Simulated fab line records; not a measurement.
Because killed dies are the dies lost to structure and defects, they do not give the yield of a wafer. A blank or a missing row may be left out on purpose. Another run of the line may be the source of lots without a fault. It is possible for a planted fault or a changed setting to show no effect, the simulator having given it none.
Which tool was responsible? ; flow gf180mcu ; 14 lots (42 wafers sampled), 1 step of a 602-step route

== WHAT THE GAUGES READ, wafer by wafer ==
GF_V3_OVL_MEAS_15. Usual: for V3_OVL the level is -4 nm and the standard deviation is 5.6.
lot;measured;on;V3_OVL (nm);flag
L596;day 22 15:50;overlay-02;-1 -2 6;
L597;day 22 21:53;overlay-02;-15 -3 -6;
L598;day 23 09:34;overlay-02;-12 -16 -11;
L599;day 23 12:34;overlay-01;-13 -5 -6;
L601;day 24 07:52;overlay-01;-3 4 -1;
L600;day 24 11:49;overlay-01;-8 -4 -7;
L602;day 24 14:29;overlay-02;0 -9 -11;
L603;day 25 03:10;overlay-02;-1 5 -3;
L604;day 25 07:09;overlay-01;-5 4 -6;
L605;day 25 23:08;overlay-01;-2 -3 3;
L607;day 26 11:38;overlay-01;2 -2 -1;
L608;day 26 15:51;overlay-02;-5 -6 -2;
L609;day 27 06:16;overlay-02;-7 -5 -10;
L618;day 29 14:29;overlay-02;-8 0 -4;

== WHICH TOOL RAN EACH LOT (tool, then ch and the chambers of the sampled wafers, then the start) ==
There is no process step in the record ahead of these readings.

== WHAT THE TOOLS THEMSELVES READ (means of the sampled wafers that have a number; where no wafer has one, the mark that the record gives instead) ==
The record holds no such reading with a usual standard deviation.

== THE ANSWER, worked out from the rows above alone ==
Rule: take the mean of a lot's wafers that have a number; if it is more than 3 standard deviations from the usual mean, the lot is off. A lot without any number at a reading at which 4 lots or more have one is off too. Any other lot the step has rows for is counted as sound. After the gauges, taken in route order, come the tools' own readings; for these a lot's mean is taken, as printed above. At the first step where some lot is off, the reading lying furthest off is the one used; lots without a number count as furthest.
None of the lots is off at any reading shown; this tells nothing.

== WHAT THE SIMULATOR HAD PUT IN ==
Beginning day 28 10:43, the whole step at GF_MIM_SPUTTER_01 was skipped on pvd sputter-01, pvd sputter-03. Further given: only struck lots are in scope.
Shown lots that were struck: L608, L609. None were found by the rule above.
